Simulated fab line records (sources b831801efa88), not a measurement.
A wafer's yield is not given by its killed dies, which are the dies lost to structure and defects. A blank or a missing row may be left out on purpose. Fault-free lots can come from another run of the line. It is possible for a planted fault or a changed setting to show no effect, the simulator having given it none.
Chamber matching || flow sky130 || cmp-01 running SKY_VIA3_CMP_02: 4 sister chambers
The step polishes SiO2. 4 wafers are shown with their chamber, then 8 later ones without.

## EACH WAFER AND ITS CHAMBER
{"wafer": "L817.6", "chamber": 3, "motorCurrentA (A)": 11.9}
{"wafer": "L819.1", "chamber": 0, "motorCurrentA (A)": 12.7}
{"wafer": "L819.5", "chamber": 1, "motorCurrentA (A)": 11.6}
{"wafer": "L820.3", "chamber": 2, "motorCurrentA (A)": 11.1}

## WAFERS MISSING THEIR CHAMBER
{"wafer": "L820.4", "motorCurrentA (A)": 11.9}
{"wafer": "L820.6", "motorCurrentA (A)": 11.7}
{"wafer": "L829.1", "motorCurrentA (A)": 12.0}
{"wafer": "L829.2", "motorCurrentA (A)": 11.4}
{"wafer": "L829.3", "motorCurrentA (A)": 12.6}
{"wafer": "L830.3", "motorCurrentA (A)": 11.5}
{"wafer": "L830.4", "motorCurrentA (A)": 12.2}
{"wafer": "L830.6", "motorCurrentA (A)": 11.1}

## THE CHAMBER EACH PASSED THROUGH
{"wafer": "L820.4", "from the rows above": 3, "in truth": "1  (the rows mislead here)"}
{"wafer": "L820.6", "from the rows above": "can't be placed: 1 or 3", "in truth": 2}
{"wafer": "L829.1", "from the rows above": 3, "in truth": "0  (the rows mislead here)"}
{"wafer": "L829.2", "from the rows above": "can't be placed: 1 or 2", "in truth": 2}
{"wafer": "L829.3", "from the rows above": 0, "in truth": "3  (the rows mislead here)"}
{"wafer": "L830.3", "from the rows above": 1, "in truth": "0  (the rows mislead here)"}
{"wafer": "L830.4", "from the rows above": "can't be placed: 3 or 0", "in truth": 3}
{"wafer": "L830.6", "from the rows above": 2, "in truth": 2}
Placed correctly: 1 of 8. From these rows, 3 cannot be placed; in 2 the true chamber is one of the candidates. Number placed wrongly: 4.
How it was worked out, from the rows above alone: a wafer's distance from a chamber is the root of the sum, over the readings, of the square of ((its reading less the chamber's mean) divided by the reading's scatter). The wafer belongs to the nearest chamber; if the next one is less than 2 further off, it can't be placed. Each chamber's mean is taken over the wafers shown for it. The scatter: root of mean squared gap, hidden wafer to nearest shown wafer, with one shown wafer a chamber.
